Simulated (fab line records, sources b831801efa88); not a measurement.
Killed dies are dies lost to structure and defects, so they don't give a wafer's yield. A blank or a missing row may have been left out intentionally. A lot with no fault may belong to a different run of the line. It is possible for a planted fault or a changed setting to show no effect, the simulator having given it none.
What tool caused it? + flow gf180mcu + 11 lots, 33 wafers sampled, at 1 step of a route of 602

## WHAT THE GAUGES READ, wafer by wafer
GF_V3_BOW_MEAS_05.
| lot  | measured     | on           | V3_BOW (um) |
|------|--------------|--------------|-------------|
| L259 | day 22 00:59 | filmMetro-03 | 125 130 130 |
| L260 | day 22 22:10 | filmMetro-01 | 121 108 122 |
| L261 | day 23 09:07 | filmMetro-03 | 116 113 108 |
| L262 | day 23 16:48 | filmMetro-03 | 105 119 115 |
| L266 | day 24 23:17 | filmMetro-03 | 103 116 105 |
| L268 | day 25 16:28 | filmMetro-03 | 117 113 122 |
| L270 | day 26 02:45 | filmMetro-04 | 117 121 119 |
| L273 | day 26 23:05 | filmMetro-01 | 107 111 113 |
| L276 | day 27 16:25 | filmMetro-01 | 105 133 118 |
| L279 | day 28 14:27 | filmMetro-03 | 116 126 112 |
| L280 | day 28 20:26 | filmMetro-01 | 116 113 113 |

## WHICH TOOL RAN EACH LOT (tool, then ch and the chambers of the sampled wafers, then the start)
No process step before these readings appears in the record.

## THE ANSWER, worked out from the rows above alone
Rule: the usual values come from the lots themselves. The widest of any qualifying gaps counts: lots, ordered by their means at a reading, are off when they make up no more than a third of the lots, leave a main group of 4 or more, and stand apart from it by 3 or more times the standard deviation of that group's means. A main group is skipped when, at the precision printed for the reading in the tables above, its means are all equal. A lot without any number at a reading at which 4 lots or more have one is off too. All remaining lots with rows at the step are treated as sound.
No lot is off on any of the readings shown, so nothing can be concluded from this.

## WHAT WAS PUT IN BY THE SIMULATOR
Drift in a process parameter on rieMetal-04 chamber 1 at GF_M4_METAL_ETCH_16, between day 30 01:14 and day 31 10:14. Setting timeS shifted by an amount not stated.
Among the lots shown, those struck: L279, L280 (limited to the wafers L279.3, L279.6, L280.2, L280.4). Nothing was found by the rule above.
